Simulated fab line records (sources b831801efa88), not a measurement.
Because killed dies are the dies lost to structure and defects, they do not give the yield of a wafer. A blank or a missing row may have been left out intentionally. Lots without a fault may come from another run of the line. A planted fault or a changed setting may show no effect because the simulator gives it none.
Comparing a struck lot with a sound one    flow gf180mcu    27 steps out of a route of 602
Sound: the wafers L304.1, L304.2, L304.3. The struck wafers were L316.1, L316.2, L316.3. Last of all comes the cause.
Per side, at each step with rows, come the tool, then ch with its chambers, and then its first start. Under that, the readings that differ: sound wafers    struck wafers    difference of the means    sigmas: that difference in standard deviations of wafers without a fault.
alike: readings with means less than 2 such deviations apart, plus words and numbers identical on both sides. not compared: withheld readings, readings lacking a value on some wafer, bounds such as >300 that could conceal the same value, and numbers that have no deviation in the record and whose values overlap.
A row with sigmas, a row that says differs or no value, or rows on one side alone: a step with any of these is where the two part. Non-overlapping numbers with no deviation appear without sigmas and do not part them. A reading that every wafer of one side lacks parts them only if that side has two wafers or more.

first, 1 step without rows for these wafers: GF_VT_IMPLANT_IMPLANT_19.
GF_VT_IMPLANT_STRIP_20: strips in O2/N2.
  sound on plasma-asher-04 ch 0,1, day 7 11:11; struck on plasma-asher-02 ch 0,1, day 10 20:42
  alike: drypump-motor-current-A, heater-power-w, oes-product-au, strip-time-to-endpoint-s
  not compared: rf-hours-counter-h
GF_VT_IMPLANT_TW_MEAS_21:
  struck on film-metro-04, day 10 20:48; sound on film-metro-03, day 7 11:17
  alike: VT_IMPLANT_2_TW
then, 7 steps without rows for these wafers: GF_VT_IMPLANT_DEHYDRATE_22 (time 60 s); GF_VT_IMPLANT_HMDS_23 (prime time 60 s); GF_VT_IMPLANT_COAT_24 (resist thk 1000 nm); GF_VT_IMPLANT_SOFTBAKE_25 (time 60 s); GF_VT_IMPLANT_EXPOSE_26 (exposes mask LVPWELL HV AREA, target cd 860 nm); GF_VT_IMPLANT_PEB_27; GF_VT_IMPLANT_DEVELOP_28 (develop time 60 s).
GF_VT_IMPLANT_OVL_MEAS_29:
  struck on overlay-01, day 11 14:24; sound on overlay-01, day 8 02:58
  alike: VT_IMPLANT_02_OVL
then, 1 step without rows for these wafers: GF_VT_IMPLANT_IMPLANT_30.
GF_VT_IMPLANT_STRIP_31: strips in O2/N2.
  sound on plasma-asher-04 ch 0,1, day 8 03:13; struck on plasma-asher-04 ch 0,1, day 11 14:35
reading                                          sound              struck             difference                     sigmas
oes-product-au (a.u.)                            0.715 0.712 0.712  0.943 0.943 0.939  +0.229                         +50
strip-time-to-endpoint-s (s)                     12.66 12.68 12.65  - - -              no value on the struck wafers  
model.NOVOLAK_of_VT_IMPLANT_COAT_24.thk-nm (nm)  0 0 0              284.1 283.6 283.6  +283.8                         
  alike: drypump-motor-current-A, heater-power-w
  not compared: rf-hours-counter-h
GF_VT_IMPLANT_TW_MEAS_32:
  struck on film-metro-03, day 11 14:41; sound on film-metro-03, day 8 03:19
  alike: VT_IMPLANT_3_TW
then, 7 steps without rows for these wafers: GF_VT_IMPLANT_DEHYDRATE_33 (time 60 s); GF_VT_IMPLANT_HMDS_34 (prime time 60 s); GF_VT_IMPLANT_COAT_35 (resist thk 1000 nm); GF_VT_IMPLANT_SOFTBAKE_36 (time 60 s); GF_VT_IMPLANT_EXPOSE_37 (exposes mask Nwell HV AREA, target cd 860 nm); GF_VT_IMPLANT_PEB_38; GF_VT_IMPLANT_DEVELOP_39 (develop time 60 s).
GF_VT_IMPLANT_OVL_MEAS_40:
  struck on overlay-01, day 12 10:01; sound on overlay-02, day 8 20:00
  alike: VT_IMPLANT_03_OVL
then, 1 step without rows for these wafers: GF_VT_IMPLANT_IMPLANT_41.
GF_VT_IMPLANT_STRIP_42: strips in O2/N2.
  sound on plasma-asher-01 ch 0,1, day 8 20:11; struck on plasma-asher-01 ch 0,1, day 12 10:12
reading                       sound              struck             difference  sigmas
strip-time-to-endpoint-s (s)  12.63 12.62 12.61  16.85 16.85 16.89  +4.24       +99 or more
  alike: drypump-motor-current-A, heater-power-w, oes-product-au
  not compared: rf-hours-counter-h
GF_VT_IMPLANT_TW_MEAS_43:
  struck on film-metro-01, day 12 10:18; sound on film-metro-01, day 8 20:17
reading          sound        struck    difference  sigmas
VT_IMPLANT_4_TW  700 699 699  31 30 30  -669        -99 or more
then, 1 step without rows for these wafers: GF_VT_IMPLANT_CLEAN_44 (cleans in SC1/SC2, time 150 s).
-- here the record skips 21 days between the struck wafers' starts before and after, leaving off in module VT_IMPLANT and picking up in module PASSIVATION (first step shown: number 602 of the route) --
GF_PASSIVATION_PROBE_99:
  rows exist in the record for the struck wafers here (prober-01, day 33 17:07), but not for the sound ones

== WHERE THEY PART ==
At GF_VT_IMPLANT_STRIP_31 first; at GF_PASSIVATION_PROBE_99 last (within this record only).

WHY: what had been put in by the simulator
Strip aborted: plasma-asher-04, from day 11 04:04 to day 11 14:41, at GF_VT_IMPLANT_STRIP_31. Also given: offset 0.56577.
